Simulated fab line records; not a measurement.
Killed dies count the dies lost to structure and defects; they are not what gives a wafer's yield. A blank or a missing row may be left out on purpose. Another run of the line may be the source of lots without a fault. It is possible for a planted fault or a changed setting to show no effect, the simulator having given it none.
What tool caused it? | flow sky130 | 15 lots, 42 wafers sampled, at 2 steps of a route of 708

WHAT EACH GAUGE READ, for each wafer
No reading from a measuring or inspecting step in the record can be judged against a usual standard deviation.

WHAT TOOL EACH LOT RAN ON (gives the tool, then ch and the chambers of the sampled wafers, and finally the start)
lot  | SKY_METAL4_ETCH_16               | SKY_PAD_OPEN_PROBE_99
L160 | rieMetal-02 ch 0,1, day 41 20:09 | prober-01, day 45 20:01
L161 | rieMetal-04 ch 0,1, day 42 00:19 | prober-01, day 46 01:04
L162 | rieMetal-02 ch 0,1, day 42 14:56 | prober-02, day 46 12:01
L164 | rieMetal-01 ch 0,1, day 42 23:27 | prober-02, day 46 20:40
L165 | rieMetal-01 ch 0,1, day 43 09:48 | prober-02, day 47 04:55
L167 | rieMetal-01 ch 0,1, day 43 21:39 | prober-01, day 47 16:10
L168 | rieMetal-01 ch 0,1, day 44 05:39 | prober-02, day 48 00:13
L169 | rieMetal-04 ch 0,1, day 44 11:27 | prober-01, day 48 02:34
L170 | rieMetal-01 ch 1, day 44 13:49   | prober-02, day 48 04:34
L171 | rieMetal-01 ch 0,1, day 44 23:38 | prober-01, day 48 16:01
L172 | rieMetal-01 ch 0,1, day 45 03:38 | prober-02, day 48 17:31
L174 | rieMetal-01 ch 0,1, day 45 19:18 | prober-02, day 49 07:32
L179 | rieMetal-02 ch 0, day 46 22:12   | prober-01, day 50 05:49
L181 | rieMetal-02 ch 0,1, day 47 08:30 | prober-01, day 50 13:35
L183 | rieMetal-02 ch 0,1, day 47 18:44 | prober-01, day 50 22:37
- SKY_METAL4_ETCH_16: etches BARC in N2/H2, stops on SiO2, time 88.2 s, target depth 60 nm.
- SKY_PAD_OPEN_PROBE_99

AS READ BY THE TOOLS THEMSELVES (means over the sampled wafers that have a number; for cases with no such wafer, the mark the record gives instead)
SKY_METAL4_ETCH_16. Usual: drypumpMotorCurrentA 5.64 A, standard deviation 0.3; h2FlowSccm 200.0 sccm, standard deviation 0.57; oesProductAu 0.626 a.u., standard deviation 0.0047; runLengthS 116.4 s, standard deviation 0.42; throttleValvePct 13.205 %, standard deviation 0.0091.
lot  | tool        | drypumpMotorCurrentA (A) | h2FlowSccm (sccm) | oesProductAu (a.u.) | runLengthS (s) | throttleValvePct (%) | flag
L160 | rieMetal-02 | 5.82                     | 200.0             | 0.624               | 116.5          | 13.202               | 
L161 | rieMetal-04 | 5.83                     | 199.3             | 0.625               | 116.9          | 13.208               | 
L162 | rieMetal-02 | 5.82                     | 200.3             | 0.629               | 116.6          | 13.207               | 
L164 | rieMetal-01 | 5.34                     | 200.4             | 0.623               | 116.0          | 13.207               | 
L165 | rieMetal-01 | 5.53                     | 199.9             | 0.624               | 116.3          | 13.200               | 
L167 | rieMetal-01 | 5.54                     | 200.0             | 0.631               | 116.0          | 13.205               | 
L168 | rieMetal-01 | 5.54                     | 200.1             | 0.623               | 116.0          | 13.205               | 
L169 | rieMetal-04 | 5.82                     | 199.5             | 0.624               | 116.7          | 13.204               | 
L170 | rieMetal-01 | 5.16                     | 199.7             | 0.629               | 116.0          | 13.205               | 
L171 | rieMetal-01 | 5.56                     | 199.5             | 0.627               | 116.3          | 13.206               | 
L172 | rieMetal-01 | 5.56                     | 199.3             | 0.625               | 116.2          | 13.205               | 
L174 | rieMetal-01 | 5.55                     | 200.1             | 0.624               | 116.0          | 13.209               | 
L179 | rieMetal-02 | 5.72                     | 199.6             | 0.644               | 112.7          | 13.200               | OFF
L181 | rieMetal-02 | 5.85                     | 200.2             | 0.636               | 114.9          | 13.194               | OFF
L183 | rieMetal-02 | 5.87                     | 199.8             | 0.634               | 115.1          | 13.194               | OFF

SKY_PAD_OPEN_PROBE_99. Usual: defectLimitedYield 81.9 %, standard deviation 1.9; killed_at_M0_to_M3 45, standard deviation 7.3; killed_at_M4_up 3.2, standard deviation 1.8; killedAtContacts 25, standard deviation 5.5; killedAtFrontEnd 15, standard deviation 4.2; killedAtOther 0.3, standard deviation 0.69; killedDies 89, standard deviation 9.4; killedOpen 49, standard deviation 6.6; killedShort 40, standard deviation 6.4; sort_bin_3_pad_short 0.9 %, standard deviation 0.43; sort_bin_5_function 10.7 %, standard deviation 1.5; sort_bin_6_memory 6.5 %, standard deviation 1.2; sortNPass 403, standard deviation 9.4; sortYieldPct 81.9 %, standard deviation 1.9.
lot  | tool      | defectLimitedYield (%) | killed_at_M0_to_M3 | killed_at_M4_up | killedAtContacts | killedAtFrontEnd | killedAtOther | killedDies | killedOpen | killedShort | sort_bin_3_pad_short (%) | sort_bin_5_function (%) | sort_bin_6_memory (%) | sortNPass | sortYieldPct (%) | flag
L160 | prober-01 | 83.3                   | 42                 | 3.7             | 22               | 15               | 0.0           | 82         | 49         | 33          | 1.0                      | 8.6                     | 7.1                   | 410       | 83.3             | 
L161 | prober-01 | 80.5                   | 48                 | 3.0             | 27               | 18               | 0.0           | 96         | 49         | 46          | 1.3                      | 11.9                    | 6.4                   | 396       | 80.5             | 
L162 | prober-02 | 80.4                   | 51                 | 2.7             | 28               | 15               | 0.0           | 97         | 53         | 43          | 1.2                      | 10.9                    | 7.5                   | 395       | 80.4             | 
L164 | prober-02 | 83.1                   | 40                 | 3.0             | 26               | 14               | 0.0           | 83         | 42         | 40          | 0.5                      | 10.2                    | 6.2                   | 409       | 83.1             | 
L165 | prober-02 | 83.8                   | 44                 | 2.3             | 19               | 13               | 1.0           | 80         | 40         | 39          | 1.3                      | 9.4                     | 5.4                   | 412       | 83.8             | 
L167 | prober-01 | 82.0                   | 47                 | 3.7             | 20               | 17               | 0.7           | 89         | 47         | 41          | 0.9                      | 11.5                    | 5.7                   | 403       | 82.0             | 
L168 | prober-02 | 79.7                   | 51                 | 2.3             | 27               | 19               | 1.0           | 100        | 57         | 43          | 1.4                      | 11.3                    | 7.7                   | 392       | 79.7             | 
L169 | prober-01 | 82.6                   | 47                 | 4.3             | 19               | 15               | 0.0           | 86         | 49         | 37          | 0.5                      | 10.3                    | 6.6                   | 406       | 82.6             | 
L170 | prober-02 | 80.8                   | 49                 | 3.0             | 26               | 15               | 0.7           | 94         | 52         | 42          | 1.0                      | 11.3                    | 6.9                   | 398       | 80.8             | 
L171 | prober-01 | 81.1                   | 40                 | 3.7             | 28               | 19               | 1.7           | 93         | 52         | 39          | 1.2                      | 11.4                    | 6.2                   | 399       | 81.1             | 
L172 | prober-02 | 81.0                   | 52                 | 2.7             | 25               | 14               | 0.7           | 93         | 49         | 44          | 0.8                      | 12.3                    | 5.8                   | 399       | 81.0             | 
L174 | prober-02 | 83.9                   | 38                 | 2.7             | 25               | 13               | 0.0           | 79         | 39         | 40          | 1.3                      | 9.1                     | 5.6                   | 413       | 83.9             | 
L179 | prober-01 | 82.4                   | 46                 | 3.0             | 24               | 14               | 0.0           | 86         | 49         | 38          | 1.2                      | 10.3                    | 6.1                   | 406       | 82.4             | 
L181 | prober-01 | 82.2                   | 40                 | 3.5             | 28               | 16               | 0.5           | 88         | 46         | 40          | 1.1                      | 10.2                    | 6.5                   | 404       | 82.2             | 
L183 | prober-01 | 80.3                   | 48                 | 5.0             | 20               | 24               | 0.0           | 97         | 55         | 42          | 0.5                      | 10.8                    | 8.4                   | 395       | 80.3             | 

THE ANSWER, worked out from the rows above alone
Rule: take the mean of a lot's wafers that have a number; if it is more than 3 standard deviations from the usual mean, the lot is off. Also off: a lot with no number at a reading for which 4 or more lots have one. Any other lot the step has rows for is counted as sound. The gauges are gone through in route order, then the tools' own readings, and for those a lot's mean is taken as printed above. The first step at which some lot is off is used, and at that step the reading that is off furthest; a lot without a number counts as furthest.
Off, at SKY_METAL4_ETCH_16 on runLengthS: L179, L181, L183.
If a tool, at that step or one of the process steps before it, ran each lot that is off and ran no sound lot following the first of them, it fits. One fits: SKY_METAL4_ETCH_16 on rieMetal-02. Its last sound lot is L162 (day 42 14:56), its first lot that is off L179 (day 46 22:12): a fault that began between those two fits.
On the lots that are off, the tool's own readings at SKY_METAL4_ETCH_16 differ by more than 5 times the standard deviation of the sound lots' means, which bears it out; runLengthS reads 114.2 s there versus 116.3 s on the sound lots.

WHAT WAS PUT IN BY THE SIMULATOR
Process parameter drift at SKY_METAL4_ETCH_16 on rieMetal-02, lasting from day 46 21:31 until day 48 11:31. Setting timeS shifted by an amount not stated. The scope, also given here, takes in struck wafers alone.
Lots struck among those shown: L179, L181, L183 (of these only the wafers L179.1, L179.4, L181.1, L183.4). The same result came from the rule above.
